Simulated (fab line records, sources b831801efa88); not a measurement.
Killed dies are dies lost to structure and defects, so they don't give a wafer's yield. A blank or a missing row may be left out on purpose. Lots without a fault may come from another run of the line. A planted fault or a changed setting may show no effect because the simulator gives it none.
One fault seen from 2 desks | flow sky130 | each desk has only its own numbers; what lay behind them comes last

THE TOOL OWNER'S DESK: plasma_asher-02
The tool's own readings at SKY_SONOS_ONO_STRIP_17 (strips in O2/N2): means of the sampled wafers that have a number, for each lot that ran on this tool. A lot is out of limits, marked OUT, if its mean lies more than 4 standard deviations from the usual mean; the brackets give that distance.
Columns: A = drypump_motor_current_A at SKY_SONOS_ONO_STRIP_17, usual 5.87 A; B = oes_product_au at SKY_SONOS_ONO_STRIP_17, usual 0.710 a.u.; C = strip_time_to_endpoint_s at SKY_SONOS_ONO_STRIP_17, usual 14.10 s
lot  | first seen here | A    | B               | C
L428 | day 13 16:53    | 5.69 | 0.708           | 14.09
L430 | day 14 12:53    | 5.70 | 0.712           | 14.15
L434 | day 15 15:31    | 5.87 | 0.930 (+48) OUT | -
L449 | day 21 09:43    | 6.01 | 0.709           | 14.11
This desk's finding: out of limits on L434; first on L434, day 15 15:31 (oes_product_au at SKY_SONOS_ONO_STRIP_17). In limits: L428, L430, L449.

THE METROLOGY DESK
What the gauges read, lot by lot, whatever tool the lot ran on: means of the sampled wafers that have a number. A lot is out of limits, marked OUT, if its mean lies more than 4 standard deviations from the usual mean; the brackets give that distance.
Columns: A = VT_ADJUST_LVTN_01_OVL at SKY_VT_ADJUST_LVTN_OVL_MEAS_18, usual 0.6 nm; B = cd_nm at SKY_VT_ADJUST_HVTR_CD_MEAS_07, usual 380.5 nm; C = VT_ADJUST_HVTR_OVL at SKY_VT_ADJUST_HVTR_OVL_MEAS_08, usual 0.7 nm
lot  | first seen here | A    | B     | C
L427 | day 7 20:57     | 2.8  | 378.8 | -0.3
L428 | day 8 03:19     | 1.6  | 379.5 | -0.6
L430 | day 8 19:52     | 0.3  | 384.9 | 1.2
L432 | day 9 12:45     | 1.3  | 377.3 | -0.2
L434 | day 9 22:39     | -0.6 | 378.9 | -0.4
L441 | day 12 03:56    | 0.8  | 379.0 | 2.3
L442 | day 12 16:26    | 2.0  | 379.8 | 0.6
L443 | day 13 00:08    | -0.7 | 379.8 | -0.0
L444 | day 13 07:19    | 1.5  | 382.3 | 0.4
L445 | day 13 09:41    | 0.6  | 384.2 | 1.0
L446 | day 13 19:54    | 1.4  | 382.8 | 0.1
L447 | day 14 04:06    | 0.2  | 378.0 | 1.5
L449 | day 14 15:00    | -0.1 | 381.6 | 2.2
This desk's finding: nothing out of limits on any of the 13 lots.

PUT TOGETHER
The tool owner's desk could have raised an alarm at day 15 15:31, on L434.
The metrology desk saw nothing out of limits.
The metrology desk has L434 on record, within its limits.
Of the lots named, all ran SKY_SONOS_ONO_STRIP_17 on plasma_asher-02.

WHAT THE SIMULATOR HAD PUT IN
Strip aborted: plasma_asher-02, from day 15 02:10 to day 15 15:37, at SKY_SONOS_ONO_STRIP_17. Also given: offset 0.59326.
Lots struck among those shown: L434.
Hours from the fault's start to each desk's first reading out of limits: the tool owner's desk, 13.
